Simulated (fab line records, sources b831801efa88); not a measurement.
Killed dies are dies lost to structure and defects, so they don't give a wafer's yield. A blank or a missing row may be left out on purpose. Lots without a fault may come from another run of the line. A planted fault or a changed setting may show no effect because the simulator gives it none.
Chamber matching | flow sky130 | SKY_LI_CONTACT_HDPCVD_00 on hdpcvd-02: 3 sister chambers
The step deposits PSG, target thk 930 nm, time 155 s. 3 wafers are shown with their chamber, then 7 later ones without.

WAFERS WITH THEIR CHAMBER
wafer  | chamber | sih4_flow_sccm (sccm)
L644.5 | 2       | 60.04
L646.1 | 1       | 59.79
L646.5 | 0       | 60.16

WAFERS WITHOUT THEIR CHAMBER
wafer  | sih4_flow_sccm (sccm)
L646.6 | 60.10
L647.2 | 60.23
L647.4 | 60.37
L647.5 | 60.04
L649.1 | 60.11
L649.4 | 60.21
L649.6 | 60.04

WHICH CHAMBER EACH WENT THROUGH
wafer  | from the rows above     | in truth
L646.6 | can't be placed: 0 or 2 | 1
L647.2 | can't be placed: 0 or 2 | 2
L647.4 | can't be placed: 0 or 2 | 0
L647.5 | can't be placed: 2 or 0 | 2
L649.1 | can't be placed: 0 or 2 | 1
L649.4 | can't be placed: 0 or 2 | 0
L649.6 | can't be placed: 2 or 0 | 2
Placed correctly: 0 of 7. Can't be placed from these rows: 7 (the true chamber is among the candidates in 5). Placed wrongly: 0.
How it was worked out, from the rows above alone: a wafer's distance from a chamber is the root of the sum, over the readings, of the square of ((its reading less the chamber's mean) divided by the reading's scatter). The wafer belongs to the nearest chamber; if the next one is less than 2 further off, it can't be placed. A chamber's mean is the mean of its shown wafers. The scatter: with one shown wafer a chamber, the root of the mean of the squares of how far each hidden wafer lies from its nearest shown one.
